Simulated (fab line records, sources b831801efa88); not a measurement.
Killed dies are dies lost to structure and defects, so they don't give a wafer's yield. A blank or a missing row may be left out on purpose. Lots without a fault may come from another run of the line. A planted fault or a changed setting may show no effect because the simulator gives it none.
Which tool did it? | flow gf180mcu | 14 lots, 42 wafers sampled, at 2 steps of a route of 602

WHAT THE GAUGES READ, wafer by wafer
GF_M3_OVL_MEAS_15. Usual: M3_OVL 2 nm, standard deviation 4.4.
lot  | measured     | on         | M3_OVL (nm) | flag
L627 | day 21 08:47 | overlay-01 | 12 7 7      |
L629 | day 22 08:41 | overlay-02 | -1 2 3      |
L631 | day 23 07:44 | overlay-02 | -3 -8 -6    |
L634 | day 24 03:26 | overlay-02 | 2 -4 2      |
L635 | day 24 17:56 | overlay-02 | 2 2 3       |
L636 | day 24 22:02 | overlay-01 | -1 4 1      |
L637 | day 25 06:34 | overlay-01 | -1 -4 -4    |
L639 | day 26 00:59 | overlay-01 | 2 -3 4      |
L640 | day 26 03:29 | overlay-01 | 6 -2 4      |
L645 | day 27 19:23 | overlay-01 | -3 -9 -2    |
L646 | day 28 01:22 | overlay-01 | 4 0 4       |
L648 | day 28 13:52 | overlay-01 | 3 -4 0      |
L649 | day 28 19:59 | overlay-02 | 0 -5 0      |
L650 | day 29 05:04 | overlay-01 | 4 4 6       |

GF_M4_OVL_MEAS_15. Usual: M4_OVL -2 nm, standard deviation 5.2.
lot  | measured     | on         | M4_OVL (nm) | flag
L627 | day 23 10:46 | overlay-01 | -6 -4 -4    |
L629 | day 24 09:16 | overlay-01 | -2 4 -6     |
L631 | day 25 08:17 | overlay-01 | 0 0 1       |
L634 | day 26 01:46 | overlay-02 | 0 2 -3      |
L635 | day 26 15:02 | overlay-02 | -2 -7 -4    |
L636 | day 26 19:22 | overlay-02 | -4 2 3      |
L637 | day 27 03:04 | overlay-02 | 2 -2 1      |
L639 | day 27 21:25 | overlay-02 | -6 -2 -5    |
L640 | day 27 23:59 | overlay-01 | -2 -3 1     |
L645 | day 29 13:34 | overlay-01 | 1 -2 -6     |
L646 | day 29 19:29 | overlay-02 | -4 1 0      |
L648 | day 30 07:23 | overlay-02 | 3 -2 -2     |
L649 | day 30 12:29 | overlay-02 | 6 6 -1      |
L650 | day 30 20:31 | overlay-02 | 0 -5 -3     |

WHICH TOOL RAN EACH LOT (tool, then ch and the chambers of the sampled wafers, then the start)
The record holds no process step before these readings.

WHAT THE TOOLS THEMSELVES READ (means of the sampled wafers that have a number; where no wafer has one, the mark that the record gives instead)
The record holds no such reading with a usual standard deviation.

THE ANSWER, worked out from the rows above alone
Rule: a lot is off if the mean of its wafers that have a number lies more than 3 standard deviations from the usual mean. A lot without any number at a reading at which 4 lots or more have one is off too. The other lots that the step has rows for count as sound. The gauges are gone through in route order, then the tools' own readings, and for those a lot's mean is taken as printed above. The first step at which some lot is off is used, and at that step the reading that is off furthest; a lot without a number counts as furthest.
No lot is off at any reading shown: from this, nothing can be told.

WHAT THE SIMULATOR HAD PUT IN
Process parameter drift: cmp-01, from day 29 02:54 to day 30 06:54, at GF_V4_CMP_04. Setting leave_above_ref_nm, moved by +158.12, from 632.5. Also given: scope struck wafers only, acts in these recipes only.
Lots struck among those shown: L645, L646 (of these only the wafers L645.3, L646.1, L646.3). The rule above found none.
